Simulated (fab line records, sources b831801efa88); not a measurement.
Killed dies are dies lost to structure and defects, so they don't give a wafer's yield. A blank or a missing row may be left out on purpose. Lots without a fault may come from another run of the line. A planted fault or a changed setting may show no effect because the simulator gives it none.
Chamber matching | flow gf180mcu | GF_V5_CMP_04 on cmp-02: 4 sister chambers
The step polishes SiO2. 8 wafers are shown with their chamber, then 8 later ones without.

WAFERS WITH THEIR CHAMBER
wafer  | chamber | motor_current_A (A) | edge_zone_pressure_frac
L432.3 | 1       | 13.3                | 0.997
L433.3 | 1       | 13.3                | 0.999
L438.2 | 3       | 10.3                | 0.995
L438.3 | 2       | 9.8                 | 1.003
L438.4 | 0       | 12.6                | 0.992
L443.1 | 2       | 9.8                 | 0.999
L443.4 | 3       | 10.3                | 0.998
L444.2 | 0       | 13.2                | 0.995

WAFERS WITHOUT THEIR CHAMBER
wafer  | motor_current_A (A) | edge_zone_pressure_frac
L444.4 | 11.3                | 1.004
L444.6 | 12.4                | 1.002
L448.2 | 13.6                | 0.995
L448.3 | 13.2                | 1.003
L448.6 | 11.1                | 0.991
L450.1 | 9.7                 | 1.000
L450.2 | 13.3                | 0.993
L450.3 | 9.9                 | 1.005

WHICH CHAMBER EACH WENT THROUGH
wafer  | from the rows above     | in truth
L444.4 | can't be placed: 3 or 2 | 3
L444.6 | can't be placed: 0 or 1 | 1
L448.2 | can't be placed: 1 or 0 | 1
L448.3 | 1                       | 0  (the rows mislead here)
L448.6 | 3                       | 3
L450.1 | 2                       | 2
L450.2 | can't be placed: 0 or 1 | 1
L450.3 | 2                       | 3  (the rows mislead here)
Placed correctly: 2 of 8. Can't be placed from these rows: 4 (the true chamber is among the candidates in 4). Placed wrongly: 2.
How it was worked out, from the rows above alone: a wafer's distance from a chamber is the root of the sum, over the readings, of the square of ((its reading less the chamber's mean) divided by the reading's scatter). The wafer belongs to the nearest chamber; if the next one is less than 2 further off, it can't be placed. A chamber's mean is the mean of its shown wafers. The scatter: the root of (the sum of the squares of (reading less its chamber's mean) over the shown wafers, divided by (wafers less chambers)).
